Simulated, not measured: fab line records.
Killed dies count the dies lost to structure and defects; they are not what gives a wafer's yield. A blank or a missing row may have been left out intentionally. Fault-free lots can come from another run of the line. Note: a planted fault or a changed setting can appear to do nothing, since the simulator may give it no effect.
Which tool did it? ; flow sky130 ; 11 lots with 30 wafers sampled at 5 steps, on a route of 708 steps

== WHAT EACH GAUGE READ, for each wafer ==
SKY_SD_N_RS_MEAS_16: uses a four-point probe to measure.
lot;measured;on;SD_N_RS (ohm/sq)
L657;day 27 20:58;film-metro-02;68.39 68.50 68.59
L660;day 29 08:20;film-metro-01;68.57 68.55 68.48
L662;day 29 19:44;film-metro-02;68.48 68.47 68.61
L663;day 30 05:50;film-metro-02;68.54 68.53 68.71
L667;day 31 11:02;film-metro-02;68.48 68.44 68.45
L669;day 32 00:53;film-metro-02;68.43 68.54 68.38
L670;day 32 06:35;film-metro-02;68.63 68.64 68.69
L671;day 32 21:49;film-metro-02;68.61 68.49 68.49
L672;day 33 03:36;film-metro-01;68.69 68.70 68.75
L673;day 33 14:05;film-metro-01;67.50 67.51
L675;day 33 17:50;film-metro-01;67.62

SKY_SD_N_RS_MEAS_17: uses a four-point probe to measure.
lot;measured;on;SD_P_RS (ohm/sq)
L657;day 27 21:05;film-metro-02;146.6 146.8 146.6
L660;day 29 08:27;film-metro-01;147.0 147.1 147.1
L662;day 29 19:52;film-metro-02;147.5 147.6 146.5
L663;day 30 05:57;film-metro-02;147.2 146.6 147.0
L667;day 31 11:10;film-metro-02;147.4 147.1 147.3
L669;day 32 01:01;film-metro-02;146.6 147.2 147.2
L670;day 32 06:43;film-metro-02;147.2 147.1 147.9
L671;day 32 21:56;film-metro-02;147.1 147.1 147.0
L672;day 33 03:43;film-metro-01;147.0 147.4 147.2
L673;day 33 14:12;film-metro-01;141.2 141.3
L675;day 33 17:57;film-metro-01;141.5

== WHAT TOOL EACH LOT RAN ON (gives the tool, then ch and the chambers of the sampled wafers, and finally the start) ==
lot;SKY_LDD_LDN_STRIP_12;SKY_SPACER_ETCHBACK_02;SKY_SD_N_RTA_14
L657;plasma-asher-02 ch 0,1, day 22 19:52;rie-diel-01 ch 1,2,3, day 22 21:23;rtp-anneal-02 ch 0, day 27 20:47
L660;plasma-asher-02 ch 0,1, day 24 05:58;rie-diel-01 ch 0,3, day 24 11:41;rtp-anneal-01 ch 0, day 29 08:10
L662;plasma-asher-01 ch 0,1, day 24 21:31;rie-diel-03 ch 0,2,3, day 24 22:59;rtp-anneal-01 ch 0, day 29 19:34
L663;plasma-asher-03 ch 0,1, day 25 07:22;rie-diel-01 ch 1,2,3, day 25 08:50;rtp-anneal-02 ch 0, day 30 05:39
L667;plasma-asher-02 ch 0,1, day 26 13:31;rie-diel-03 ch 1,2,3, day 26 14:59;rtp-anneal-02 ch 0, day 31 10:49
L669;plasma-asher-03 ch 0,1, day 27 03:31;rie-diel-02 ch 1,3, day 27 06:05;rtp-anneal-02 ch 0, day 32 00:43
L670;plasma-asher-03 ch 0,1, day 27 11:07;rie-diel-03 ch 0,2, day 27 12:35;rtp-anneal-01 ch 0, day 32 06:25
L671;plasma-asher-03 ch 0,1, day 28 02:49;rie-diel-01 ch 0,1,2, day 28 04:21;rtp-anneal-02 ch 0, day 32 21:38
L672;plasma-asher-02 ch 0,1, day 28 08:13;rie-diel-01 ch 0,2,3, day 28 10:17;rtp-anneal-01 ch 0, day 33 03:25
L673;plasma-asher-03 ch 0,1, day 28 20:06;rie-diel-03 ch 0, day 28 22:17;rtp-anneal-02 ch 0, day 33 13:53
L675;plasma-asher-03 ch 0, day 28 23:11;rie-diel-02 ch 0, day 29 01:54;rtp-anneal-02 ch 0, day 33 17:37
- SKY_LDD_LDN_STRIP_12: strips in O2/N2.
- SKY_SPACER_ETCHBACK_02: etches Si3N4 in CH3F/O2, stops on SiO2, time 46.7 s, target depth 45 nm.
- SKY_SD_N_RTA_14: time 2 s.

== WHAT THE TOOLS THEMSELVES READ (means of the sampled wafers that have a number; where no wafer has one, the mark that the record gives instead) ==
SKY_LDD_LDN_STRIP_12.
lot;tool;chamber-pressure-mTorr (mTorr);drypump-motor-current-A (A);n2-flow-sccm (sccm);oes-product-au (a.u.);strip-time-to-endpoint-s (s)
L657;plasma-asher-02;1501.1;6.1;299.8;0.716;14.14
L660;plasma-asher-02;1500.7;6.1;299.5;0.717;14.19
L662;plasma-asher-01;1500.7;5.6;299.6;0.717;14.23
L663;plasma-asher-03;1499.3;6.0;300.6;0.715;14.28
L667;plasma-asher-02;1500.2;5.6;300.2;0.714;14.24
L669;plasma-asher-03;1499.8;6.0;300.4;0.711;14.18
L670;plasma-asher-03;1501.0;5.9;300.3;0.715;14.23
L671;plasma-asher-03;1499.5;5.9;299.8;0.721;14.15
L672;plasma-asher-02;1499.4;5.6;300.0;0.716;14.26
L673;plasma-asher-03;1499.0;6.0;299.2;0.717;14.17
L675;plasma-asher-03;1498.9;6.2;300.2;0.716;14.18

SKY_SPACER_ETCHBACK_02.
lot;tool;chamber-pressure-mTorr (mTorr);drypump-motor-current-A (A);oes-product-au (a.u.);throttle-valve-pct (%)
L657;rie-diel-01;24.995;5.4;0.848;10.572
L660;rie-diel-01;24.984;6.0;0.854;10.562
L662;rie-diel-03;25.010;5.8;0.855;10.564
L663;rie-diel-01;24.980;5.4;0.852;10.569
L667;rie-diel-03;24.993;5.4;0.854;10.566
L669;rie-diel-02;25.019;5.6;0.860;10.561
L670;rie-diel-03;24.999;5.9;0.853;10.566
L671;rie-diel-01;24.993;5.4;0.852;10.556
L672;rie-diel-01;24.992;5.7;0.846;10.564
L673;rie-diel-03;25.002;5.9;0.855;10.561
L675;rie-diel-02;24.998;6.1;0.852;10.568

SKY_SD_N_RTA_14.
lot;tool;lamp-power-pct (%);ramp-up-c-per-s;wafer_temp_C_max
L657;rtp-anneal-02;15.74;150.00;1078.3
L660;rtp-anneal-01;15.75;150.01;1078.6
L662;rtp-anneal-01;15.73;150.01;1077.2
L663;rtp-anneal-02;15.73;150.02;1078.5
L667;rtp-anneal-02;15.71;149.99;1077.6
L669;rtp-anneal-02;15.76;150.01;1077.8
L670;rtp-anneal-01;15.74;150.00;1079.0
L671;rtp-anneal-02;15.71;150.01;1078.4
L672;rtp-anneal-01;15.73;149.98;1078.5
L673;rtp-anneal-02;15.85;150.03;1085.6
L675;rtp-anneal-02;15.80;149.98;1084.5

== THE ANSWER, worked out from the rows above alone ==
Rule: what is usual is taken from the lots themselves. The widest of any qualifying gaps counts: lots, ordered by their means at a reading, are off when they make up no more than a third of the lots, leave a main group of 4 or more, and stand apart from it by 3 or more times the standard deviation of that group's means. The tables above print the reading to a certain number of digits; a main group whose means all agree to those digits is not used. Also off: a lot with no number at a reading for which 4 or more lots have one. Any other lot the step has rows for is counted as sound. After the gauges, taken in route order, come the tools' own readings; for these a lot's mean is taken, as printed above. The first step at which some lot is off is used, and at that step the reading that is off furthest; a lot without a number counts as furthest.
Off: at SKY_SD_N_RS_MEAS_16 (SD_N_RS), L673, L675. For the main group the mean is 68.55 ohm/sq and the standard deviation 0.083.
A tool fits if, at a process step before that reading, it ran every lot that is off, and no sound lot after the first of them. The gauges at SKY_SD_N_RS_MEAS_16 aren't tried: what is off there is off at SKY_SD_N_RTA_14 too, on other tools, and a gauge's error can't cause that. This does not decide it: 2 tools fit, namely plasma-asher-03 at SKY_LDD_LDN_STRIP_12 and rtp-anneal-02 at SKY_SD_N_RTA_14.

== WHAT THE SIMULATOR PUT IN ==
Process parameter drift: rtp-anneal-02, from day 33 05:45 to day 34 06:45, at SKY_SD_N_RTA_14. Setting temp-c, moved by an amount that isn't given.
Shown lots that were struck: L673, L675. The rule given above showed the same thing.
